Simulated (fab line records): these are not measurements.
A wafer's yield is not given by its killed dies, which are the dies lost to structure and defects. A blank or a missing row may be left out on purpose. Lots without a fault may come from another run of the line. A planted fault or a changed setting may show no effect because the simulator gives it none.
Comparing a struck lot with a sound one / flow sky130 / 42 steps out of a route of 708
Sound: these wafers, L830.1, L830.2, L830.3. Wafers L841.2, L841.4, L841.6 were the ones struck. Last of all comes the cause.
Order at every step that has rows: each side's tool, ch and its chambers, its first start. Under that, the readings that differ: sound wafers / struck wafers / difference of the means / sigmas: that difference in standard deviations of wafers without a fault.
alike: a reading whose means differ by less than 2 such deviations, as well as words and numbers matching on both sides. not compared: withheld readings; readings where some wafer has no value; bounds like >300 that might hide an equal value; numbers whose values overlap and for which the record gives no deviation.
A row with sigmas, a row that says differs or no value, or rows on one side alone: a step with any of these is where the two part. Numbers that have no deviation but don't overlap get no sigmas and don't part them. A reading missing from all wafers of one side parts the sides only when that side holds two or more wafers.

first, 5 steps without rows for these wafers: SKY_GATE_OXIDE_COAT_05 (resist thk 1140 nm); SKY_GATE_OXIDE_SOFTBAKE_06 (time 58.04 s); SKY_GATE_OXIDE_EXPOSE_07 (exposes mask LVOM, target cd 600 nm); SKY_GATE_OXIDE_PEB_08; SKY_GATE_OXIDE_DEVELOP_09 (develop time 60 s).
SKY_GATE_OXIDE_OVL_MEAS_10:
  sound: overlay-02 at day 14 07:36; struck: overlay-01 at day 17 16:20
  alike: GATE_OXIDE_OVL
then, 2 steps without rows for these wafers: SKY_GATE_OXIDE_IMPLANT_11; SKY_GATE_OXIDE_WET_ETCH_12 (etches SiO2 in dHF, target depth 16.8 nm, time 336 s).
SKY_GATE_OXIDE_STRIP_13: strips in O2/N2.
  sound on plasmaAsher-02 ch 0,1, day 14 07:53; struck on plasmaAsher-01 ch 0, day 17 16:37
  alike: drypumpMotorCurrentA, n2FlowSccm, oesProductAu, stripTimeToEndpointS
  not compared: rfHoursCounterH
SKY_GATE_OXIDE_TW_MEAS_14:
  sound: filmMetro-01 at day 14 07:59; struck: filmMetro-03 at day 17 16:43
reading=GATE_OXIDE_TW; sound=221.0 223.1 222.6; struck=225.2 225.6 225.0; difference=+3.0; sigmas=+3
then, 2 steps without rows for these wafers: SKY_GATE_OXIDE_CLEAN_15 (cleans in SC1/SC2, time 150 s); SKY_GATE_OXIDE_OXIDATION_16 (stabilise 600 s, purge 300 s, target thk 3.57 nm).
SKY_POLY_GATE_CVD_00: deposits poly-Si, target thk 180 nm, time 720 s.
  sound on lpcvd-01 ch 1, day 14 10:52; struck on lpcvd-01 ch 0, day 17 19:09
reading=spikeTcCentreC (C); sound=619.6 619.3 620.4; struck=591.7 592.8 592.0; difference=-27.6; sigmas=-15
reading=spikeTcLowerC (C); sound=618.5 618.9 620.9; struck=625.2 622.5 624.2; difference=+4.5; sigmas=+5
reading=spikeTcUpperC (C); sound=617.4 618.6 616.1; struck=625.9 625.2 625.3; difference=+8.1; sigmas=+5
reading=zonePowerCentrePct (%); sound=9.6 9.7 10.0; struck=3.6 3.7 3.7; difference=-6.1; sigmas=-16
reading=zonePowerLowerPct (%); sound=7.5 7.7 7.6; struck=12.6 12.9 12.7; difference=+5.1; sigmas=+5
reading=zonePowerTopPct (%); sound=18.8 18.7 18.4; struck=16.4 16.5 16.5; difference=-2.2; sigmas=-3
reading=zonePowerUpperPct (%); sound=8.18 8.33 8.28; struck=10.65 10.21 10.54; difference=+2.20; sigmas=+15
reading=model.poly-Si_of_POLY_GATE_CVD_00.thkNm (nm); sound=181 180.5 181.8; struck=168.5 157.9 143; difference=-24.6; sigmas=
SKY_POLY_GATE_THK_MEAS_01:
  sound: filmMetro-02 at day 14 12:05; struck: filmMetro-04 at day 17 20:22
reading=POLY_GATE_CVD_00_THK (nm); sound=181.2 180.5 181.7; struck=168.5 157.8 143.0; difference=-24.7; sigmas=-15
then, 8 steps without rows for these wafers: SKY_RES_PROTECT_DEHYDRATE_00 (time 60 s); SKY_RES_PROTECT_HMDS_01 (prime time 60 s); SKY_RES_PROTECT_COAT_02 (resist thk 1140 nm); SKY_RES_PROTECT_SOFTBAKE_03 (time 60 s); SKY_RES_PROTECT_EXPOSE_04 (exposes mask RPM, target cd 1270 nm); SKY_RES_PROTECT_PEB_05; SKY_RES_PROTECT_DEVELOP_06 (develop time 60 s); SKY_POLY_GATE_IMPLANT_02.
SKY_RES_PROTECT_STRIP_07: strips in O2/N2.
  sound on plasmaAsher-02 ch 0,1, day 15 14:20; struck on plasmaAsher-04 ch 0,1, day 19 02:18
  alike: drypumpMotorCurrentA, n2FlowSccm, oesProductAu, stripTimeToEndpointS
  not compared: rfHoursCounterH
SKY_RES_PROTECT_TW_MEAS_08:
  sound: filmMetro-02 at day 15 14:26; struck: filmMetro-03 at day 19 02:25
  alike: POLY_GATE_TW
SKY_RES_PROTECT_CLEAN_09: cleans in SC1/SC2, time 150 s.
  sound on wetBench-02 ch 0, day 15 14:30; struck on wetBench-03 ch 3, day 19 02:28
reading=model.poly-Si_of_POLY_GATE_CVD_00.thkNm (nm); sound=180.4 179.9 181.1; struck=167.9 157.3 142.4; difference=-24.6; sigmas=
  alike: bathGuardTempC
then, 1 step without rows for these wafers: SKY_POLY_GATE_CVD_03 (deposits Si3N4 from DCS/NH3, target thk 75 nm, time 1290 s).
SKY_POLY_GATE_THK_MEAS_04:
  sound: filmMetro-02 at day 15 16:58; struck: filmMetro-02 at day 19 03:53
  alike: POLY_GATE_CVD_03_THK
then, 8 steps without rows for these wafers: SKY_POLY_GATE_DEHYDRATE_05 (time 60 s); SKY_POLY_GATE_HMDS_06 (prime time 60 s); SKY_POLY_GATE_COAT_07 (resist thk 110 nm); SKY_POLY_GATE_COAT_08 (resist thk 450 nm); SKY_POLY_GATE_SOFTBAKE_09 (time 90 s); SKY_POLY_GATE_EXPOSE_10 (exposes mask P1M, target cd 150 nm); SKY_POLY_GATE_PEB_11; SKY_POLY_GATE_DEVELOP_12 (develop time 58.57 s).
SKY_POLY_GATE_CD_MEAS_13: the cd target is 150 nm.
  sound: cdSem-01 at day 16 20:10; struck: cdSem-01 at day 20 10:58
  alike: cdNm
SKY_POLY_GATE_OVL_MEAS_14:
  sound: overlay-01 at day 16 20:17; struck: overlay-01 at day 20 11:04
  alike: POLY_GATE_OVL
SKY_POLY_GATE_ETCH_15: etches BARC in N2/H2, stops on SiO2, time 118.5 s, target depth 110 nm.
  sound on rieDiel-02 ch 0,1,3, day 16 20:19; struck on rieDiel-03 ch 1,2, day 20 11:06
reading=drypumpMotorCurrentA (A); sound=6.1 6.5 5.8; struck=5.3 5.0 5.3; difference=-0.9; sigmas=-2
  alike: n2FlowSccm, oesProductAu, rfFwdPowerW, throttleValvePct
  not compared: rfHoursCounterH
SKY_POLY_GATE_ETCH_16: etches Si3N4 in CH3F/O2, stops on poly-Si, time 147.5 s, target depth 75 nm.
  sound on rieDiel-02 ch 0,1,3, day 16 20:25; struck on rieDiel-03 ch 1,2, day 20 11:11
reading=drypumpMotorCurrentA (A); sound=6.1 6.5 5.8; struck=5.3 5.0 5.3; difference=-0.9; sigmas=-2
  alike: oesProductAu, rfFwdPowerW, throttleValvePct
  not compared: rfHoursCounterH
SKY_POLY_GATE_ETCH_17: etches poly-Si in HBr/Cl2, stops on SiO2, target depth 180 nm, time 70.5 s.
  sound on rieSi-01 ch 0,2,3, day 16 20:31; struck on rieSi-01 ch 0,3, day 20 11:17
reading=oesProductAu (a.u.); sound=0.988 0.984 0.997; struck=0.954 0.907 0.993; difference=-0.038; sigmas=-6
  alike: drypumpMotorCurrentA, rfFwdPowerW, throttleValvePct
  not compared: rfHoursCounterH, model.etch.depthNm, model.POLY_GATE.featureDepthNm
SKY_POLY_GATE_STRIP_18: strips in O2/N2.
  sound on plasmaAsher-02 ch 0,1, day 16 20:34; struck on plasmaAsher-04 ch 0,1, day 20 11:20
  alike: drypumpMotorCurrentA, n2FlowSccm, oesProductAu, stripTimeToEndpointS
  not compared: rfHoursCounterH
-- the record jumps here: 28 days lie between the struck wafers' starts before and after (it left off in module POLY_GATE and takes up again in module PAD_OPEN, whose first step shown is number 708 of the route) --
SKY_PAD_OPEN_PROBE_99:
  sound: prober-02 at day 46 01:42; struck: prober-02 at day 48 17:46
reading=model.etest.resHighPo.lineOhmUm; sound=724.1 724.8 722.6; struck=762.9 828.3 895.9; difference=+105.2; sigmas=
reading=model.etest.resPoly.lineOhmUm; sound=507.9 505.3 488.5; struck=544.8 585.6 642.9; difference=+90.5; sigmas=
reading=model.etest.resHighPo.rsOhmSq; sound=255.2 253.8 250.1; struck=267.7 289.3 317.5; difference=+38.5; sigmas=
reading=model.etest.resPoly.rsOhmSq; sound=46.71 46.56 46.47; struck=49.74 53.85 59.9; difference=+7.92; sigmas=
reading=model.etest.capLiToPoly.cAfUm2; sound=101.9 100 102.6; struck=99.67 93.92 91.78; difference=-6.38; sigmas=
  alike: killed_at_M0_to_M3, killed_at_M4_up, killedAtContacts, killedAtFrontEnd, killedAtOther, killedDies, killedOpen, killedShort

== WHERE THEY PART ==
Last at SKY_POLY_GATE_ETCH_17 as far as this record goes, first at SKY_GATE_OXIDE_TW_MEAS_14. Later steps at which nothing parts them and some readings are alike: SKY_POLY_GATE_STRIP_18, SKY_PAD_OPEN_PROBE_99.

WHY: whatever the simulator had introduced
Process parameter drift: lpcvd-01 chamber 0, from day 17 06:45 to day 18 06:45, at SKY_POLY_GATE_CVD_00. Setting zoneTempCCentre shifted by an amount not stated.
